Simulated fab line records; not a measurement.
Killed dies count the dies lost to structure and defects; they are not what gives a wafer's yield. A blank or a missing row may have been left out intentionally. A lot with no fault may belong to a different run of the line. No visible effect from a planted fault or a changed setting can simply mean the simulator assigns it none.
Split-lot experiment || flow sfq-line || 27 wafers read across 5 lots, on a route 325 steps long

== ABOUT THE SPLIT ==
At SFQ_TRILAYER_I3_VIA_BARC_OPEN_VIA_ETCH_121 (etches BARC in O2, target depth 125 nm, time 41.7 s), the setting time-s was moved away from the recipe's 41.7 s on 9 of the 27 wafers read, by -31.1% to +28.0%. This setting was run at the recipe's value on the other wafers.

The reading comes from the split's own step.

== THE READING ==
KrF_of_TRILAYER_I3_VIA_LITHO_COAT_085.thk-nm (the simulator's own value, which no gauge read), in nm, at SFQ_TRILAYER_I3_VIA_BARC_OPEN_VIA_ETCH_121 (etches BARC in O2, target depth 125 nm, time 41.7 s). The file gives no usual value for it. Across the 18 wafers here that went through the recipe, the average is 572.5 nm and the standard deviation 1.6 nm.

{"wafer": "L074.1", "tool, chamber at the split": "rie-diel-03, 2", "time-s as run, s": 41.7, "against the recipe": "recipe", "KrF_of_TRILAYER_I3_VIA_LITHO_COAT_085.thk-nm, nm": 573.2, "against lot-mates on the recipe": "-"}
{"wafer": "L074.2", "tool, chamber at the split": "rie-diel-03, 0", "time-s as run, s": 41.7, "against the recipe": "recipe", "KrF_of_TRILAYER_I3_VIA_LITHO_COAT_085.thk-nm, nm": 576.2, "against lot-mates on the recipe": "-"}
{"wafer": "L074.3", "tool, chamber at the split": "rie-diel-03, 3", "time-s as run, s": 41.7, "against the recipe": "recipe", "KrF_of_TRILAYER_I3_VIA_LITHO_COAT_085.thk-nm, nm": 574.7, "against lot-mates on the recipe": "-"}
{"wafer": "L074.4", "tool, chamber at the split": "rie-diel-03, 1", "time-s as run, s": 28.75, "against the recipe": "-31.1%", "KrF_of_TRILAYER_I3_VIA_LITHO_COAT_085.thk-nm, nm": 587.9, "against lot-mates on the recipe": "+13.2"}
{"wafer": "L074.5", "tool, chamber at the split": "rie-diel-03, 1", "time-s as run, s": 28.75, "against the recipe": "-31.1%", "KrF_of_TRILAYER_I3_VIA_LITHO_COAT_085.thk-nm, nm": 589.2, "against lot-mates on the recipe": "+14.5"}
{"wafer": "L074.6", "tool, chamber at the split": "rie-diel-03, 2", "time-s as run, s": 28.75, "against the recipe": "-31.1%", "KrF_of_TRILAYER_I3_VIA_LITHO_COAT_085.thk-nm, nm": 589.5, "against lot-mates on the recipe": "+14.8"}
{"wafer": "L077.1", "tool, chamber at the split": "rie-diel-01, 3", "time-s as run, s": 41.7, "against the recipe": "recipe", "KrF_of_TRILAYER_I3_VIA_LITHO_COAT_085.thk-nm, nm": 571.6, "against lot-mates on the recipe": "-"}
{"wafer": "L077.2", "tool, chamber at the split": "rie-diel-01, 1", "time-s as run, s": 53.37, "against the recipe": "+28.0%", "KrF_of_TRILAYER_I3_VIA_LITHO_COAT_085.thk-nm, nm": 557.2, "against lot-mates on the recipe": -15.3}
{"wafer": "L077.3", "tool, chamber at the split": "rie-diel-01, 2", "time-s as run, s": 41.7, "against the recipe": "recipe", "KrF_of_TRILAYER_I3_VIA_LITHO_COAT_085.thk-nm, nm": 574.6, "against lot-mates on the recipe": "-"}
{"wafer": "L077.4", "tool, chamber at the split": "rie-diel-01, 0", "time-s as run, s": 53.37, "against the recipe": "+28.0%", "KrF_of_TRILAYER_I3_VIA_LITHO_COAT_085.thk-nm, nm": 558, "against lot-mates on the recipe": -14.5}
{"wafer": "L077.5", "tool, chamber at the split": "rie-diel-01, 3", "time-s as run, s": 53.37, "against the recipe": "+28.0%", "KrF_of_TRILAYER_I3_VIA_LITHO_COAT_085.thk-nm, nm": 558, "against lot-mates on the recipe": -14.5}
{"wafer": "L077.6", "tool, chamber at the split": "rie-diel-01, 0", "time-s as run, s": 41.7, "against the recipe": "recipe", "KrF_of_TRILAYER_I3_VIA_LITHO_COAT_085.thk-nm, nm": 571.3, "against lot-mates on the recipe": "-"}
{"wafer": "L078.1", "tool, chamber at the split": "rie-diel-03, 0", "time-s as run, s": 52.86, "against the recipe": "+26.8%", "KrF_of_TRILAYER_I3_VIA_LITHO_COAT_085.thk-nm, nm": 556.2, "against lot-mates on the recipe": -14.3}
{"wafer": "L078.2", "tool, chamber at the split": "rie-diel-03, 2", "time-s as run, s": 52.86, "against the recipe": "+26.8%", "KrF_of_TRILAYER_I3_VIA_LITHO_COAT_085.thk-nm, nm": 558.3, "against lot-mates on the recipe": -12.2}
{"wafer": "L078.3", "tool, chamber at the split": "rie-diel-03, 1", "time-s as run, s": 41.7, "against the recipe": "recipe", "KrF_of_TRILAYER_I3_VIA_LITHO_COAT_085.thk-nm, nm": 570.7, "against lot-mates on the recipe": "-"}
{"wafer": "L078.4", "tool, chamber at the split": "rie-diel-03, 3", "time-s as run, s": 41.7, "against the recipe": "recipe", "KrF_of_TRILAYER_I3_VIA_LITHO_COAT_085.thk-nm, nm": 570.4, "against lot-mates on the recipe": "-"}
{"wafer": "L078.5", "tool, chamber at the split": "rie-diel-03, 3", "time-s as run, s": 52.86, "against the recipe": "+26.8%", "KrF_of_TRILAYER_I3_VIA_LITHO_COAT_085.thk-nm, nm": 556.9, "against lot-mates on the recipe": -13.6}
{"wafer": "L078.6", "tool, chamber at the split": "rie-diel-03, 2", "time-s as run, s": 41.7, "against the recipe": "recipe", "KrF_of_TRILAYER_I3_VIA_LITHO_COAT_085.thk-nm, nm": 570.3, "against lot-mates on the recipe": "-"}
{"wafer": "L079.1", "tool, chamber at the split": "rie-diel-01, 3", "time-s as run, s": 41.7, "against the recipe": "recipe", "KrF_of_TRILAYER_I3_VIA_LITHO_COAT_085.thk-nm, nm": 572, "against lot-mates on the recipe": "-"}
{"wafer": "L079.2", "tool, chamber at the split": "rie-diel-01, 1", "time-s as run, s": 41.7, "against the recipe": "recipe", "KrF_of_TRILAYER_I3_VIA_LITHO_COAT_085.thk-nm, nm": 572.7, "against lot-mates on the recipe": "-"}
{"wafer": "L079.3", "tool, chamber at the split": "rie-diel-01, 0", "time-s as run, s": 41.7, "against the recipe": "recipe", "KrF_of_TRILAYER_I3_VIA_LITHO_COAT_085.thk-nm, nm": 572, "against lot-mates on the recipe": "-"}
{"wafer": "L079.4", "tool, chamber at the split": "rie-diel-01, 2", "time-s as run, s": 41.7, "against the recipe": "recipe", "KrF_of_TRILAYER_I3_VIA_LITHO_COAT_085.thk-nm, nm": 573.1, "against lot-mates on the recipe": "-"}
{"wafer": "L079.5", "tool, chamber at the split": "rie-diel-01, 0", "time-s as run, s": 41.7, "against the recipe": "recipe", "KrF_of_TRILAYER_I3_VIA_LITHO_COAT_085.thk-nm, nm": 571.8, "against lot-mates on the recipe": "-"}
{"wafer": "L079.6", "tool, chamber at the split": "rie-diel-01, 3", "time-s as run, s": 41.7, "against the recipe": "recipe", "KrF_of_TRILAYER_I3_VIA_LITHO_COAT_085.thk-nm, nm": 572.4, "against lot-mates on the recipe": "-"}
{"wafer": "L084.2", "tool, chamber at the split": "rie-diel-03, 3", "time-s as run, s": 41.7, "against the recipe": "recipe", "KrF_of_TRILAYER_I3_VIA_LITHO_COAT_085.thk-nm, nm": 571, "against lot-mates on the recipe": "-"}
{"wafer": "L084.3", "tool, chamber at the split": "rie-diel-03, 2", "time-s as run, s": 41.7, "against the recipe": "recipe", "KrF_of_TRILAYER_I3_VIA_LITHO_COAT_085.thk-nm, nm": 572.8, "against lot-mates on the recipe": "-"}
{"wafer": "L084.4", "tool, chamber at the split": "rie-diel-03, 0", "time-s as run, s": 41.7, "against the recipe": "recipe", "KrF_of_TRILAYER_I3_VIA_LITHO_COAT_085.thk-nm, nm": 573.8, "against lot-mates on the recipe": "-"}

FIT RESULTS
A straight line over all 27 wafers: KrF_of_TRILAYER_I3_VIA_LITHO_COAT_085.thk-nm changes by -0.54 nm for each +1% of time-s; r = -0.99; the points scatter about the line by 1.4 nm.
The same after taking each lot's own level away (the mean of its wafers on the recipe; 27 wafers): -0.489 nm for each +1%; r = -0.99; scatter 1 nm.
Per that fit: largest time-s move, reading shift of 15 nm.
Across the lots, their own levels run from 570.47 to 574.70 nm, a range of 2.7 times the standard deviation given above.
Thus the slope moves with the lot-to-lot level: the two fits are different.
Check: with one of the wafers moved furthest among these (-31.1%) left out of the fit, the line predicts +15.3 nm for it against its lot-mates. It came out at +13.2 nm against them.
Tool readings at the split's step, against how far the setting was moved: oes-product-au r = -0.87.

== OTHER SPLITS APPLIED TO THESE WAFERS ==
Other splits were also applied to these wafers ahead of the reading. Each is held against what the fit with the lots' levels taken away leaves over:
{"other split on the same wafers": "SFQ_TRILAYER_L0_ETCH_METAL_ETCH_008 time-s", "wafers away from the commonest value": 12, "r with KrF_of_TRILAYER_I3_VIA_LITHO_COAT_085.thk-nm (lot level and that fit taken away)": -0.19}
{"other split on the same wafers": "SFQ_TRILAYER_M0_ETCH_METAL_ETCH_024 time-s", "wafers away from the commonest value": 12, "r with KrF_of_TRILAYER_I3_VIA_LITHO_COAT_085.thk-nm (lot level and that fit taken away)": "+0.03"}
{"other split on the same wafers": "SFQ_TRILAYER_I0_DEP_PECVD_027 time-s", "wafers away from the commonest value": 6, "r with KrF_of_TRILAYER_I3_VIA_LITHO_COAT_085.thk-nm (lot level and that fit taken away)": "+0.07"}
{"other split on the same wafers": "SFQ_TRILAYER_I1_DEP_PECVD_045 time-s", "wafers away from the commonest value": 9, "r with KrF_of_TRILAYER_I3_VIA_LITHO_COAT_085.thk-nm (lot level and that fit taken away)": "+0.01"}
{"other split on the same wafers": "SFQ_TRILAYER_I2_DEP_PECVD_063 time-s", "wafers away from the commonest value": 9, "r with KrF_of_TRILAYER_I3_VIA_LITHO_COAT_085.thk-nm (lot level and that fit taken away)": "+0.04"}
{"other split on the same wafers": "SFQ_TRILAYER_M3_DEP_SPUTTER_073 time-s", "wafers away from the commonest value": 9, "r with KrF_of_TRILAYER_I3_VIA_LITHO_COAT_085.thk-nm (lot level and that fit taken away)": "+0.09"}

== THE WHOLE CHAIN: every reading that the file lists as answering this split, in the file's order ==
{"step": "SFQ_TRILAYER_I3_VIA_BARC_OPEN_VIA_ETCH_121", "what it does": "etches BARC in O2, target depth 125 nm, time 41.7 s", "reading": "oes-product-au", "change (the file's fit)": "not straight: 0.824 at the lowest setting, 0.682 at the recipe, 0.650 at the highest", "r (the file's)": "not given"}
{"step": "SFQ_TRILAYER_I3_VIA_BARC_OPEN_VIA_ETCH_121", "what it does": "etches BARC in O2, target depth 125 nm, time 41.7 s", "reading": "KrF_of_TRILAYER_I3_VIA_LITHO_COAT_085.thk-nm (the simulator's own value, which no gauge read)", "change (the file's fit)": "-0.492 nm for each +1% of the setting", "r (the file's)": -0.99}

== FILE'S OWN FIT ==
KrF_of_TRILAYER_I3_VIA_LITHO_COAT_085.thk-nm changes by -0.492 nm for each +1% of time-s, r = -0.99.
